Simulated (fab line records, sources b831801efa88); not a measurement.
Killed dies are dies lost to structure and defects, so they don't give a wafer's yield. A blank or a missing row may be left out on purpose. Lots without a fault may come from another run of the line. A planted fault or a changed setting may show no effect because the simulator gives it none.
Which tool did it? | flow sfq_line | 7 lots, 21 wafers sampled, at 4 steps of a route of 325

WHAT THE GAUGES READ, wafer by wafer
SFQ_I6_BOW_MEAS_941.
lot  | measured     | on            | I6_BOW (um)
L117 | day 58 05:55 | film_metro-03 | -15 2 3
L121 | day 58 23:56 | film_metro-04 | 29 18 25
L124 | day 59 22:19 | film_metro-01 | 16 16 3
L126 | day 60 13:53 | film_metro-04 | 32 34 35
L130 | day 66 01:37 | film_metro-03 | 3 5 14
L137 | day 73 21:14 | film_metro-01 | 4 -8 -1
L139 | day 74 01:05 | film_metro-01 | -8 -13 -15

WHICH TOOL RAN EACH LOT (tool, then ch and the chambers of the sampled wafers, then the start)
lot  | SFQ_TRILAYER_C5_STRIP_STRIP_155   | SFQ_TRILAYER_M6_DEP_SPUTTER_157 | SFQ_TRILAYER_I6_CMP_CMP_166
L117 | rie_metal-03 ch 0,1, day 52 16:05 | pvd_sputter-05, day 52 16:49    | cmp-01 ch 0,1,2, day 58 03:22
L121 | rie_metal-03 ch 0,1, day 53 00:41 | pvd_sputter-05, day 53 01:26    | cmp-01 ch 0,2,3, day 58 22:22
L124 | rie_metal-03 ch 0,1, day 53 13:44 | pvd_sputter-06, day 53 14:45    | cmp-02 ch 0,1,3, day 59 19:49
L126 | rie_metal-03 ch 0,1, day 53 23:17 | pvd_sputter-03, day 54 00:05    | cmp-02 ch 0,1,3, day 60 10:53
L130 | rie_metal-02 ch 0,1, day 65 14:37 | pvd_sputter-03, day 65 15:26    | cmp-01 ch 0,2, day 65 22:37
L137 | rie_metal-02 ch 0,1, day 70 06:36 | pvd_sputter-05, day 70 07:24    | cmp-02 ch 0,2,3, day 73 18:44
L139 | rie_metal-01 ch 0,1, day 70 09:00 | pvd_sputter-03, day 70 09:48    | cmp-01 ch 0,1, day 73 22:34
- SFQ_TRILAYER_C5_STRIP_STRIP_155: strips in O2.
- SFQ_TRILAYER_M6_DEP_SPUTTER_157: material Nb, target thk 200 nm, time 133.3 s.
- SFQ_TRILAYER_I6_CMP_CMP_166: polishes SiO2.

THE ANSWER, worked out from the rows above alone
Rule: what is usual is taken from the lots themselves. Put in order of their means at a reading, lots are off if they are a third of the lots or fewer, leave a main group of 4 or more, and stand apart from it by a gap of 3 or more times the standard deviation of the main group's means; of several such gaps the widest counts. A main group whose means are all the same, to the digits that the tables above print for the reading, isn't used. A lot without any number at a reading at which 4 lots or more have one is off too. The other lots that the step has rows for count as sound.
No lot is off at any reading shown: from this, nothing can be told.

WHAT THE SIMULATOR HAD PUT IN
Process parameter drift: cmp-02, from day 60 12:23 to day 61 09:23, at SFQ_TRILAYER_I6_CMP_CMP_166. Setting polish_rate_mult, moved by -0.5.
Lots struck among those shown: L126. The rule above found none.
